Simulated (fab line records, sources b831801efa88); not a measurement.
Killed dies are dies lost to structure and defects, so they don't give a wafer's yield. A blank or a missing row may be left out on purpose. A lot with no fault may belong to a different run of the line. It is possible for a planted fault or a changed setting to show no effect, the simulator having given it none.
Which of the tools did it? + flow gf180mcu + 6 lots, 18 wafers sampled, at 1 step of a route of 602

## WHAT THE GAUGES READ, wafer by wafer
GF_STI_THK_MEAS_30.
| lot  | measured    | on           | STI_OXIDATION_02_THK (nm) |
|------|-------------|--------------|---------------------------|
| L666 | day 2 11:36 | filmMetro-02 | 9.75 9.74 9.95            |
| L670 | day 3 07:38 | filmMetro-01 | 10.07 9.80 10.02          |
| L677 | day 4 21:10 | filmMetro-04 | 9.91 9.99 9.90            |
| L680 | day 5 12:46 | filmMetro-01 | 9.69 9.66 9.65            |
| L685 | day 6 12:56 | filmMetro-04 | 9.87 10.07 10.08          |
| L687 | day 7 00:29 | filmMetro-01 | 10.12 10.02 10.17         |

## WHICH TOOL RAN EACH LOT (tool, then ch and the chambers of the sampled wafers, then the start)
Record: no process step prior to these readings.

## THE ANSWER, worked out from the rows above alone
Rule: what is usual is taken from the lots themselves. Put in order of their means at a reading, lots are off if they are a third of the lots or fewer, leave a main group of 4 or more, and stand apart from it by a gap of 3 or more times the standard deviation of the main group's means; of several such gaps the widest counts. A main group whose means are all the same, to the digits that the tables above print for the reading, isn't used. A lot without any number at a reading at which 4 lots or more have one is off too. The other lots that the step has rows for count as sound.
No lot is off on any of the readings shown, so nothing can be concluded from this.

## WHAT THE SIMULATOR HAD INSERTED
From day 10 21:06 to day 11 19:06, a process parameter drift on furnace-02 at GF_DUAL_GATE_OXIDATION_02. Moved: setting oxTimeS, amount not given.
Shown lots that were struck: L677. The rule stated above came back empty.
